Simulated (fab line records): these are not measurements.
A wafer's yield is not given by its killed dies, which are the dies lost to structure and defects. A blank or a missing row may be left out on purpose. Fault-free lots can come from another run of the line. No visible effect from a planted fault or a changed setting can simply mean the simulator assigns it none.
fab line records | flow sfq_line
[record] lots = 13 | wafers = 39 | last_day = 91
route steps=325 shown I0@44 M1@69 I1@73
lots with no fault: from the same line, run without faults
start_h: start of the lot's first displayed wafer, in hours after the record's first day | wait_h: time in hours since the lot's previous step | " the same as in the row above | L1.1+2: one row covering several wafers at once | - no value, or no start was given | * or withheld: withheld | < > ~ a bound
route shown NAME@n: NAME is a module with steps in the file, n the number in the route of the first one | usual: mean/standard deviation taken from wafers without a fault | same: alike in all rows | chamber/n: place in a boat | sites: the reading at each site | _std_site: how widely they spread, as a standard deviation | _edge_site: inner sites' mean taken away from outer sites' mean | radius_mm: for every site, how far away it sits from the centre of the wafer | mask NAME#n: copy n | behind: tool/chamber where the wafer was last shaped | hold: why the lot went on hold/how many hours it stayed there/how the hold came to an end | device: transistor that didn't switch, given as n, p or np | end of line: tests of these same wafers at the route's end | a step with no rows: only its recipe | killed: not the wafer's yield, but the dies lost to structure and defects at the first sort | map: per-die view of a wafer (x killed, . not killed, _ where there is no die)
set.NAME: the setting as run; set.NAME@STEP: as run at that earlier step | model.NAME: the simulator's own value behind a step, which no gauge read
one table for each step of the route and one row for each wafer, over a sample of lots
services: when a tool's chamber went out of use (start_h, in hours from the record's first day, below 0 if earlier), for how many hours, and the reason
[[steps]]
[step SFQ_TRILAYER_I0_CMP_CMP_028]
[recipe] material = SiO2 | down_force_psi = 3 | platen_rpm = 58.76 | pad_velocity_m_s = 0.94248
[usual] motor_current_A = 10.1/1.1 | slurry_filter_dp_kPa = 13.52/0.15 | time_to_endpoint_s = 216/7.6
lot.wafer | tool   | chamber | start_h | wait_h | motor_current_A | slurry_filter_dp_kPa | time_to_endpoint_s
L357.2    | cmp-01 | 2       | 164.79  | 0.7    | 11.4            | 13.39                | 205
L357.1    | "      | 3       | "       | "      | 11.3            | 13.54                | 213
L357.3    | "      | 1       | 166.29  | 2.2    | 9.5             | 13.38                | 201
L358.3    | cmp-02 | 1       | 169.76  | 0.0    | 9.7             | 13.49                | 214
L358.2    | "      | 2       | "       | "      | 8.6             | 13.42                | 206
L358.1    | "      | 3       | "       | "      | 11.8            | 13.46                | 208
L359.1    | cmp-01 | 2       | 180.39  | 0.5    | 11.3            | 13.23                | 223
L359.4    | "      | 3       | "       | "      | 11.3            | 13.48                | 241
L359.5    | "      | 2       | 182.39  | 2.5    | 11.6            | 13.63                | 223
L360.2    | cmp-02 | 3       | 182.33  | 0.1    | 11.6            | 13.48                | 213
L360.1    | "      | 0       | "       | "      | 9.6             | 13.65                | 228
L360.6    | "      | 0       | 184.83  | 2.5    | 9.3             | 13.59                | 226
L361.4    | cmp-02 | 3       | 189.52  | 0.0    | 11.4            | 13.51                | 218
L361.1    | "      | 0       | "       | "      | 9.9             | 13.39                | 227
L361.3    | "      | 2       | 191.02  | 1.5    | 9.0             | 13.76                | 212
L362.2    | cmp-01 | 1       | 194.82  | 0.5    | 9.4             | 13.60                | 212
L362.4    | "      | 3       | 195.82  | 1.5    | 11.2            | 13.55                | 225
L362.5    | "      | 1       | 196.82  | 2.5    | 9.9             | 13.60                | 216
L364.4    | cmp-02 | 0       | 215.40  | 1.9    | 9.9             | 13.22                | 225
L364.1    | "      | 3       | 216.90  | 3.4    | 11.1            | 13.60                | 209
L364.6    | "      | 1       | 217.90  | 4.4    | 9.6             | 13.63                | 205
L365.1    | cmp-02 | 0       | 223.12  | 0.0    | 9.5             | 13.46                | 222
L365.3    | "      | 1       | "       | "      | 9.8             | 13.56                | 212
L365.5    | "      | 0       | 225.12  | 2.0    | 10.0            | 13.53                | 232
L366.1    | cmp-02 | 0       | 235.03  | 2.3    | 9.6             | 13.32                | 221
L366.6    | "      | 1       | "       | "      | 9.5             | 13.35                | 220
L366.5    | "      | 2       | "       | "      | 8.4             | 13.54                | 208
L375.3    | cmp-02 | 1       | 319.19  | 7.1    | 9.8             | 13.56                | 215
L375.6    | "      | 3       | 320.19  | 8.1    | 11.3            | 13.38                | 212
L375.5    | "      | 0       | "       | "      | 9.7             | 13.48                | 223
L376.2    | cmp-01 | 3       | 321.20  | 6.7    | 11.2            | 13.67                | 227
L376.5    | "      | 1       | 322.20  | 7.7    | 9.5             | 13.77                | 214
L376.6    | "      | 2       | "       | "      | 10.8            | 13.35                | 226
L377.1    | cmp-02 | 3       | 328.19  | 8.0    | 11.6            | 13.42                | 215
L377.2    | "      | 0       | "       | "      | 9.8             | 13.73                | 218
L377.5    | "      | 1       | "       | "      | 9.6             | 13.38                | 210
L379.1    | cmp-02 | 2       | 451.41  | 1.0    | 8.5             | 13.52                | 205
L379.6    | "      | 0       | 452.41  | 2.0    | 9.8             | 13.54                | 231
L379.5    | "      | 1       | "       | "      | 9.8             | 13.66                | 211
[step SFQ_TRILAYER_I0_METRO_MEASURE_029]
[usual] thk_nm = 199.6/1.2
lot.wafer | tool          | chamber | start_h | wait_h | thk_nm
L357.1    | film_metro-04 | -       | 167.91  | 0.1    | 201.5
L357.2    | "             | -       | "       | "      | 199.6
L357.3    | "             | -       | "       | "      | 199.1
L358.1    | film_metro-04 | -       | 172.88  | 0.1    | 198.9
L358.2    | "             | -       | "       | "      | 198.7
L358.3    | "             | -       | "       | "      | 197.2
L359.1    | film_metro-04 | -       | 183.51  | 0.1    | 199.3
L359.4    | "             | -       | "       | "      | 200.4
L359.5    | "             | -       | "       | "      | 198.7
L360.1    | film_metro-03 | -       | 185.45  | 0.1    | 201.5
L360.2    | "             | -       | "       | "      | 198.7
L360.6    | "             | -       | "       | "      | 199.3
L361.1    | film_metro-04 | -       | 192.64  | 0.1    | 200.2
L361.3    | "             | -       | "       | "      | 198.8
L361.4    | "             | -       | "       | "      | 199.4
L362.2    | film_metro-04 | -       | 197.64  | 0.3    | 199.2
L362.4    | "             | -       | "       | "      | 200.2
L362.5    | "             | -       | "       | "      | 198.0
L364.1    | film_metro-02 | -       | 218.52  | 0.1    | 198.8
L364.4    | "             | -       | "       | "      | 201.2
L364.6    | "             | -       | "       | "      | 200.8
L365.1    | film_metro-03 | -       | 226.24  | 0.1    | 203.2
L365.3    | "             | -       | "       | "      | 200.4
L365.5    | "             | -       | "       | "      | 201.1
L366.1    | film_metro-03 | -       | 236.65  | 0.1    | 201.2
L366.5    | "             | -       | "       | "      | 218.1
L366.6    | "             | -       | "       | "      | 200.6
L375.3    | film_metro-03 | -       | 321.71  | 0.5    | 200.0
L375.5    | "             | -       | "       | "      | 200.5
L375.6    | "             | -       | "       | "      | 198.8
L376.2    | film_metro-02 | -       | 323.52  | 0.3    | 202.3
L376.5    | "             | -       | "       | "      | 199.3
L376.6    | "             | -       | "       | "      | 199.9
L377.1    | film_metro-04 | -       | 330.31  | 0.1    | 198.5
L377.2    | "             | -       | "       | "      | 200.5
L377.5    | "             | -       | "       | "      | 199.9
L379.1    | film_metro-02 | -       | 453.53  | 0.1    | 198.4
L379.5    | "             | -       | "       | "      | 200.0
L379.6    | "             | -       | "       | "      | 201.2
[step SFQ_TRILAYER_I0_VIA_BARC_OPEN_VIA_ETCH_046]
[recipe] mask_material = PR | chemistry = O2 | target_depth_nm = 125 | target = BARC | source_w = 500 | bias_w = 80 | pressure_mtorr = 30 | time_s = 41.7
[usual] drypump_motor_current_A = 5.9/0.4 | oes_product_au = 0.685/0.0046
[same] time_s = 41.7
lot.wafer | tool        | chamber | start_h | wait_h | drypump_motor_current_A | oes_product_au | rf_hours_counter_h
L357.1    | rie_diel-02 | 1       | 273.62  | 0.0    | 5.7                     | 0.693          | 14
L357.2    | "           | 3       | "       | "      | 6.0                     | 0.689          | 133
L357.3    | "           | 0       | "       | "      | 5.1                     | 0.683          | 5
L358.1    | rie_diel-01 | 0       | 280.82  | 0.0    | 6.3                     | 0.683          | 118
L358.2    | "           | 1       | "       | "      | 6.1                     | 0.686          | 11
L358.3    | "           | 2       | "       | "      | 5.9                     | 0.692          | 57
L359.1    | rie_diel-03 | 0       | 290.42  | 0.0    | 6.5                     | 0.677          | 89
L359.4    | "           | 3       | "       | "      | 5.8                     | 0.678          | 0
L359.5    | "           | 2       | "       | "      | 5.4                     | 0.678          | -
L360.1    | rie_diel-01 | 1       | 291.62  | 0.0    | 6.1                     | 0.684          | 11
L360.2    | "           | 2       | "       | "      | 5.9                     | 0.686          | 57
L360.6    | "           | 3       | "       | "      | 6.1                     | 0.687          | -
L361.1    | rie_diel-01 | 1       | 304.53  | 0.0    | 6.1                     | 0.690          | 12
L361.3    | "           | 3       | "       | "      | 6.1                     | 0.685          | 20
L361.4    | "           | 2       | "       | "      | 5.9                     | 0.685          | 57
L362.2    | rie_diel-02 | 0       | 306.93  | 0.0    | 5.0                     | 0.682          | 6
L362.4    | "           | 0       | "       | "      | 5.1                     | 0.687          | -
L362.5    | "           | 2       | "       | "      | 6.5                     | 0.687          | -
L364.1    | rie_diel-02 | 0       | 327.19  | 0.0    | 5.1                     | 0.682          | 6
L364.4    | "           | 1       | "       | "      | 5.7                     | 0.683          | 15
L364.6    | "           | 3       | "       | "      | 6.1                     | 0.685          | -
L365.1    | rie_diel-02 | 3       | 336.79  | 0.0    | 6.1                     | 0.687          | 0
L365.3    | "           | 1       | "       | "      | 5.7                     | 0.682          | 15
L365.5    | "           | 0       | "       | "      | 5.0                     | 0.689          | -
L366.1    | rie_diel-03 | 3       | 355.51  | 0.0    | 5.8                     | 0.682          | 1
L366.5    | "           | 1       | "       | "      | 6.0                     | 0.696          | -
L366.6    | "           | 0       | "       | "      | 6.5                     | 0.685          | -
L375.3    | rie_diel-01 | 1       | 399.91  | 0.0    | 6.1                     | 0.682          | 13
L375.5    | "           | 2       | "       | "      | 5.9                     | 0.689          | -
L375.6    | "           | 3       | "       | "      | 6.1                     | 0.681          | -
L376.2    | rie_diel-03 | 3       | 401.11  | 0.0    | 5.8                     | 0.688          | 2
L376.5    | "           | 0       | "       | "      | 6.5                     | 0.682          | -
L376.6    | "           | 1       | "       | "      | 6.0                     | 0.689          | -
L377.1    | rie_diel-02 | 1       | 402.31  | 0.0    | 5.7                     | 0.690          | 17
L377.2    | "           | 3       | "       | "      | 6.0                     | 0.689          | 1
L377.5    | "           | 3       | "       | "      | 6.0                     | 0.685          | -
L379.1    | rie_diel-03 | 3       | 458.16  | 0.0    | 5.8                     | 0.686          | 3
L379.5    | "           | 0       | "       | "      | 6.4                     | 0.681          | -
L379.6    | "           | 1       | "       | "      | 6.0                     | 0.682          | -
[step SFQ_TRILAYER_I0_VIA_ETCH_VIA_ETCH_034]
[recipe] target = SiO2 | stop_on = Nb | mask_material = PR | taper_deg = 20 | chemistry = CHF3 | target_depth_nm = 260 | source_w = 500 | bias_w = 80 | pressure_mtorr = 30 | time_s = withheld
[usual] drypump_motor_current_A = 5.9/0.4 | oes_product_au = 0.853/0.0058
lot.wafer | tool        | chamber | start_h | wait_h | drypump_motor_current_A | oes_product_au
L357.1    | rie_diel-02 | 1       | 273.66  | 0.0    | 5.7                     | 0.863
L357.2    | "           | 3       | "       | "      | 6.0                     | 0.859
L357.3    | "           | 0       | "       | "      | 5.1                     | 0.856
L358.1    | rie_diel-01 | 0       | 280.86  | 0.0    | 6.3                     | 0.854
L358.2    | "           | 1       | "       | "      | 6.1                     | 0.844
L358.3    | "           | 2       | "       | "      | 5.9                     | 0.854
L359.1    | rie_diel-03 | 0       | 290.46  | 0.0    | 6.4                     | 0.853
L359.4    | "           | 3       | "       | "      | 5.8                     | 0.843
L359.5    | "           | 2       | "       | "      | 5.4                     | 0.850
L360.1    | rie_diel-01 | 1       | 291.66  | 0.0    | 6.1                     | 0.862
L360.2    | "           | 2       | "       | "      | 5.9                     | 0.851
L360.6    | "           | 3       | "       | "      | 6.1                     | 0.849
L361.1    | rie_diel-01 | 1       | 304.57  | 0.0    | 6.1                     | 0.849
L361.3    | "           | 3       | "       | "      | 6.1                     | 0.846
L361.4    | "           | 2       | "       | "      | 5.9                     | 0.852
L362.2    | rie_diel-02 | 0       | 306.97  | 0.0    | 5.0                     | 0.854
L362.4    | "           | 0       | "       | "      | 5.0                     | 0.858
L362.5    | "           | 2       | "       | "      | 6.5                     | 0.847
L364.1    | rie_diel-02 | 0       | 327.23  | 0.0    | 5.1                     | 0.859
L364.4    | "           | 1       | "       | "      | 5.7                     | 0.857
L364.6    | "           | 3       | "       | "      | 6.0                     | 0.861
L365.1    | rie_diel-02 | 3       | 336.83  | 0.0    | 6.1                     | 0.867
L365.3    | "           | 1       | "       | "      | 5.7                     | 0.853
L365.5    | "           | 0       | "       | "      | 5.1                     | 0.855
L366.1    | rie_diel-03 | 3       | 355.55  | 0.0    | 5.8                     | 0.859
L366.5    | "           | 1       | "       | "      | 6.0                     | 0.898
L366.6    | "           | 0       | "       | "      | 6.5                     | 0.851
L375.3    | rie_diel-01 | 1       | 399.95  | 0.0    | 6.1                     | 0.853
L375.5    | "           | 2       | "       | "      | 5.9                     | 0.855
L375.6    | "           | 3       | "       | "      | 6.1                     | 0.849
L376.2    | rie_diel-03 | 3       | 401.15  | 0.0    | 5.8                     | 0.862
L376.5    | "           | 0       | "       | "      | 6.5                     | 0.842
L376.6    | "           | 1       | "       | "      | 6.0                     | 0.850
L377.1    | rie_diel-02 | 1       | 402.35  | 0.0    | 5.7                     | 0.858
L377.2    | "           | 3       | "       | "      | 6.1                     | 0.856
L377.5    | "           | 3       | "       | "      | 6.0                     | 0.848
L379.1    | rie_diel-03 | 3       | 458.20  | 0.0    | 5.8                     | 0.845
L379.5    | "           | 0       | "       | "      | 6.5                     | 0.847
L379.6    | "           | 1       | "       | "      | 6.0                     | 0.859
[step SFQ_TRILAYER_M1_BARC_OPEN_METAL_ETCH_054]
[recipe] mask_material = PR | chemistry = O2 | target_depth_nm = 125 | target = BARC | icp_w = 600 | bias_w = 80 | pressure_mtorr = 10 | time_s = 41.7
[usual] drypump_motor_current_A = 5.4/0.51 | oes_product_au = 0.685/0.0046
[same] time_s = 41.7
lot.wafer | tool         | chamber | start_h | wait_h | drypump_motor_current_A | oes_product_au | rf_hours_counter_h
L357.1    | rie_metal-02 | 1       | 394.05  | 0.0    | 4.9                     | 0.683          | 110
L357.2    | "            | 0       | "       | "      | 5.7                     | 0.684          | 10
L357.3    | "            | 0       | "       | "      | 5.7                     | 0.686          | -
L358.1    | rie_metal-02 | 1       | 398.85  | 0.0    | 4.9                     | 0.686          | 111
L358.2    | "            | 0       | "       | "      | 5.8                     | 0.688          | 11
L358.3    | "            | 1       | "       | "      | 4.8                     | 0.689          | -
L359.1    | rie_metal-02 | 0       | 408.45  | 0.0    | 5.7                     | 0.688          | 13
L359.4    | "            | 0       | "       | "      | 5.7                     | 0.678          | -
L359.5    | "            | 0       | "       | "      | 5.7                     | 0.693          | -
L360.1    | rie_metal-02 | 0       | 410.85  | 0.0    | 5.7                     | 0.681          | 14
L360.2    | "            | 1       | "       | "      | 4.8                     | 0.687          | 113
L360.6    | "            | 0       | "       | "      | 5.7                     | 0.689          | -
L361.1    | rie_metal-03 | 1       | 421.76  | 0.0    | 6.2                     | 0.682          | 56
L361.3    | "            | 0       | "       | "      | 4.9                     | 0.683          | -
L361.4    | "            | 1       | "       | "      | 6.3                     | 0.683          | -
L362.2    | rie_metal-04 | 1       | 427.76  | 0.0    | 4.9                     | 0.686          | 70
L362.4    | "            | 0       | "       | "      | 5.4                     | 0.680          | -
L362.5    | "            | 0       | "       | "      | 5.4                     | 0.688          | -
L364.1    | rie_metal-02 | 0       | 456.56  | 0.0    | 5.7                     | 0.679          | 20
L364.4    | "            | 1       | "       | "      | 4.8                     | 0.681          | -
L364.6    | "            | 1       | "       | "      | 4.8                     | 0.680          | -
L365.1    | rie_metal-04 | 0       | 471.56  | 0.0    | 5.4                     | 0.681          | 21
L365.3    | "            | 1       | "       | "      | 5.0                     | 0.677          | -
L365.5    | "            | 1       | "       | "      | 4.9                     | 0.682          | -
L366.1    | rie_metal-03 | 0       | 492.08  | 0.0    | 5.0                     | 0.685          | 142
L366.5    | "            | 1       | "       | "      | 6.3                     | 0.680          | -
L366.6    | "            | 0       | "       | "      | 4.9                     | 0.684          | -
L375.3    | rie_metal-03 | 0       | 555.95  | 0.0    | 5.0                     | 0.693          | -
L375.5    | "            | 1       | "       | "      | 6.2                     | 0.686          | -
L375.6    | "            | 0       | "       | "      | 5.0                     | 0.681          | -
L376.2    | rie_metal-02 | 1       | 557.13  | 0.0    | 4.8                     | 0.686          | 129
L376.5    | "            | 0       | "       | "      | 5.7                     | 0.690          | -
L376.6    | "            | 1       | "       | "      | 4.8                     | 0.681          | -
L377.1    | rie_metal-03 | 0       | 559.53  | 0.0    | 5.0                     | 0.684          | 150
L377.2    | "            | 1       | "       | "      | 6.2                     | 0.694          | 75
L377.5    | "            | 0       | "       | "      | 5.0                     | 0.682          | -
L379.1    | rie_metal-02 | 0       | 621.93  | 0.0    | 5.7                     | 0.673          | 43
L379.5    | "            | 1       | "       | "      | 4.9                     | 0.684          | -
L379.6    | "            | 0       | "       | "      | 5.7                     | 0.682          | -
[step SFQ_TRILAYER_I1_DEP_PECVD_045]
[recipe] material = SiO2 | temp_c = 150 | time_s = 111.11 | pressure_torr = 2.4 | rf_w = 183.3 | precursor = SiH4/N2O | target_thk_nm = 500
[usual] heater_power_w = 79/18 | throttle_valve_pct = 24.4/0.84
[same] time_s = 111.11
lot.wafer | tool     | chamber | start_h | wait_h | heater_power_w | throttle_valve_pct
L357.1    | pecvd-01 | 1       | 395.01  | 0.0    | 41             | 24.2
L357.2    | "        | 2       | "       | "      | 68             | 22.7
L357.3    | "        | 0       | "       | "      | 81             | 24.0
L358.1    | pecvd-02 | 2       | 399.81  | 0.0    | 80             | 24.4
L358.2    | "        | 1       | "       | "      | 89             | 23.5
L358.3    | "        | 0       | "       | "      | 83             | 25.3
L359.1    | pecvd-01 | 1       | 409.41  | 0.0    | 42             | 24.3
L359.4    | "        | 1       | "       | "      | 46             | 24.6
L359.5    | "        | 0       | "       | "      | 82             | 23.9
L360.1    | pecvd-03 | 0       | 411.81  | 0.0    | 100            | 24.8
L360.2    | "        | 1       | "       | "      | 83             | 24.9
L360.6    | "        | 1       | "       | "      | 85             | 24.9
L361.1    | pecvd-01 | 1       | 422.72  | 0.0    | 47             | 24.6
L361.3    | "        | 0       | "       | "      | 81             | 24.1
L361.4    | "        | 1       | "       | "      | 48             | 24.3
L362.2    | pecvd-01 | 2       | 428.72  | 0.0    | 69             | 23.0
L362.4    | "        | 0       | "       | "      | 83             | 24.0
L362.5    | "        | 1       | "       | "      | 44             | 24.7
L364.1    | pecvd-02 | 1       | 458.24  | 0.0    | 90             | 23.8
L364.4    | "        | 0       | "       | "      | 84             | 25.7
L364.6    | "        | 1       | "       | "      | 91             | 23.7
L365.1    | pecvd-02 | 1       | 472.53  | 0.0    | 76             | 23.8
L365.3    | "        | 2       | "       | "      | 82             | 24.2
L365.5    | "        | 2       | "       | "      | 65             | 24.6
L366.1    | pecvd-02 | 2       | 493.04  | 0.0    | 69             | 24.3
L366.5    | "        | 1       | "       | "      | 85             | 23.5
L366.6    | "        | 2       | "       | "      | 75             | 24.2
L375.3    | pecvd-03 | 2       | 556.93  | 0.0    | 110            | 24.8
L375.5    | "        | 2       | "       | "      | 89             | 24.5
L375.6    | "        | 1       | "       | "      | 84             | 25.5
L376.2    | pecvd-02 | 1       | 558.33  | 0.0    | 86             | 23.5
L376.5    | "        | 1       | "       | "      | 91             | 23.7
L376.6    | "        | 0       | "       | "      | 71             | 25.5
L377.1    | pecvd-01 | 2       | 560.49  | 0.0    | 61             | 22.9
L377.2    | "        | 0       | "       | "      | 85             | 24.4
L377.5    | "        | 2       | "       | "      | 64             | 22.9
L379.1    | pecvd-03 | 2       | 622.89  | 0.0    | 105            | 25.0
L379.5    | "        | 0       | "       | "      | 108            | 25.3
L379.6    | "        | 2       | "       | "      | 109            | 24.9
[[services]]
tool        | chamber | start_h | hours | kind
rie_diel-01 | 3       | 144.22  | 10.4  | repair
cmp-02      | -       | 152.15  | 12.3  | pm
rie_diel-01 | 2       | 158.05  | 3.6   | repair
rie_diel-03 | -       | 206.51  | 0.8   | repair
rie_diel-03 | -       | 217.75  | 14.6  | pm
rie_diel-02 | -       | 231.60  | 2.8   | pm
rie_diel-01 | 0       | 242.32  | 16.0  | repair
rie_diel-03 | 2       | 246.81  | 4.1   | repair
rie_diel-01 | 2       | 256.39  | 2.4   | repair
rie_diel-01 | -       | 270.41  | 1.1   | repair
rie_diel-01 | 1       | 277.50  | 1.5   | repair
rie_diel-03 | 3       | 284.96  | 5.1   | repair
cmp-02      | -       | 290.35  | 2.1   | pm
rie_diel-01 | 2       | 315.18  | 5.7   | repair
rie_diel-02 | -       | 316.27  | 1.0   | repair
cmp-02      | -       | 316.37  | 1.8   | repair
rie_diel-02 | 3       | 328.40  | 7.4   | repair
rie_diel-03 | -       | 350.88  | 2.8   | pm
rie_diel-03 | 2       | 355.01  | 5.0   | repair
rie_diel-01 | -       | 402.80  | 0.4   | repair
cmp-02      | -       | 408.83  | 4.0   | pm
rie_diel-01 | 2       | 413.84  | 9.3   | repair
cmp-02      | -       | 522.13  | 8.2   | repair
rie_diel-02 | 1       | 541.06  | 4.6   | repair
[[key]]
[first_sign] step = SFQ_TRILAYER_I0_METRO_MEASURE_029 | reading = thk_nm | direction = up | sigmas = 16 | usual = 199.6 | struck = 218.1
[effect] step = SFQ_TRILAYER_I0_VIA_ETCH_VIA_ETCH_034 | reading = oes_product_au | direction = up | sigmas = 7.8 | usual = 0.853 | struck = 0.898
met_at SFQ_TRILAYER_I0_CMP_CMP_028
struck_lots L366
struck_wafers L366.5
not_acting_at SFQ_TRILAYER_I0_VIA_BARC_OPEN_VIA_ETCH_046,SFQ_TRILAYER_M1_BARC_OPEN_METAL_ETCH_054,SFQ_TRILAYER_I1_DEP_PECVD_045
onset_between 189.52 235.03
[fault] kind = process_parameter_drift | tool = cmp-02 | chamber = 2 | onset_h = 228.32 | steps = SFQ_TRILAYER_I0_CMP_CMP_028 | channel = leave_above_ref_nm | offset = 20 | shape = step | end_h = 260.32 | acts_in = these_recipes_only | stated = 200
